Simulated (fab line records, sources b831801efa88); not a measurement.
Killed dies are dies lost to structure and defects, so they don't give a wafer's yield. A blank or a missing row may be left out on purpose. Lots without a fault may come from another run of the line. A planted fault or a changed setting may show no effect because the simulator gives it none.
Tool commonality check | flow gf180mcu | 14 lots, 42 wafers sampled

WHY IT WAS OPENED
At GF_MVPSD_TW_MEAS_11 the reading MVPSD_TW is flagged on 2 of 14 lots. Wafers without a fault read 551, standard deviation 5.6.
Rule: a lot is flagged when every wafer of it that has a number lies more than 4 standard deviations from that mean, or none has a number. The other lots count as sound.

lot  | measured     | on            | MVPSD_TW, wafer by wafer | flag
L554 | day 4 22:17  | film_metro-01 | 558 559 559              |
L555 | day 5 11:41  | film_metro-02 | 551 547 550              |
L557 | day 5 21:58  | film_metro-03 | 549 550 549              |
L558 | day 6 01:08  | film_metro-02 | 550 551 550              |
L560 | day 6 16:32  | film_metro-01 | 561 559 558              |
L561 | day 6 23:48  | film_metro-03 | 546 545 545              |
L562 | day 7 02:17  | film_metro-01 | 558 558 557              |
L563 | day 7 14:29  | film_metro-01 | 556 560 558              |
L564 | day 7 15:15  | film_metro-03 | 541 542 544              |
L565 | day 7 21:57  | film_metro-02 | 555 554 553              |
L566 | day 8 02:59  | film_metro-03 | 546 546 546              |
L568 | day 8 13:56  | film_metro-03 | 553 546 544              |
L575 | day 10 08:53 | film_metro-02 | 645 649 648              | FLAGGED
L576 | day 10 10:26 | film_metro-02 | 644 647 646              | FLAGGED
The numbers of the flagged lots are 646 on average: +96 against the usual, or +17 standard deviations.

WHICH TOOL RAN EACH LOT
The record holds 1 process step before the reading, out of a route of 602 steps. In each cell: the tool, then ch and the chambers that the sampled wafers went through, then the start.
lot  | flag    | GF_MVPSD_IMPLANT_09
L554 |         | implanter-04 ch 0, day 4 22:03
L555 |         | implanter-03 ch 0, day 5 11:27
L557 |         | implanter-03 ch 0, day 5 21:45
L558 |         | implanter-04 ch 0, day 6 00:53
L560 |         | implanter-03 ch 0, day 6 16:17
L561 |         | implanter-03 ch 0, day 6 23:33
L562 |         | implanter-03 ch 0, day 7 02:03
L563 |         | implanter-04 ch 0, day 7 14:14
L564 |         | implanter-04 ch 0, day 7 15:00
L565 |         | implanter-01 ch 0, day 7 21:42
L566 |         | implanter-01 ch 0, day 8 02:44
L568 |         | implanter-03 ch 0, day 8 13:41
L575 | FLAGGED | implanter-04 ch 0, day 10 08:38
L576 | FLAGGED | implanter-04 ch 0, day 10 10:11
What these steps do:
- GF_MVPSD_IMPLANT_09
- GF_MVPSD_TW_MEAS_11

FLAGGED OVER TOTAL, TOOL BY TOOL (the gauges that took the reading come last)
step                | tool          | lots run | flagged | share of the flagged lots | sound lots run after its first flagged lot
GF_MVPSD_IMPLANT_09 | implanter-01  | 2        | 0       | none                      | -
GF_MVPSD_IMPLANT_09 | implanter-03  | 6        | 0       | none                      | -
GF_MVPSD_IMPLANT_09 | implanter-04  | 6        | 2       | all                       | 0
GF_MVPSD_TW_MEAS_11 | film_metro-01 | 4        | 0       | none                      | -
GF_MVPSD_TW_MEAS_11 | film_metro-02 | 5        | 2       | all                       | 0
GF_MVPSD_TW_MEAS_11 | film_metro-03 | 5        | 0       | none                      | -

WHAT THE TABLE ALLOWS
2 rows of the table ran every flagged lot: implanter-04 at GF_MVPSD_IMPLANT_09, film_metro-02 at GF_MVPSD_TW_MEAS_11.
- implanter-04 at GF_MVPSD_IMPLANT_09: 2 of its 6 lots flagged. Its last sound lot is L564 (day 7 15:00), its first flagged lot L575 (day 10 08:38): a fault that began between those two fits.
- film_metro-02 at GF_MVPSD_TW_MEAS_11: 2 of its 5 lots flagged. Its last sound lot is L565 (day 7 21:57), its first flagged lot L575 (day 10 08:53): a fault that began between those two fits.
Counting lots can't tell these 2 tools apart, because each fits a fault that began at some hour. More lots, or a look at what each step does to the wafer, might.

WHAT THE SIMULATOR HAD PUT IN
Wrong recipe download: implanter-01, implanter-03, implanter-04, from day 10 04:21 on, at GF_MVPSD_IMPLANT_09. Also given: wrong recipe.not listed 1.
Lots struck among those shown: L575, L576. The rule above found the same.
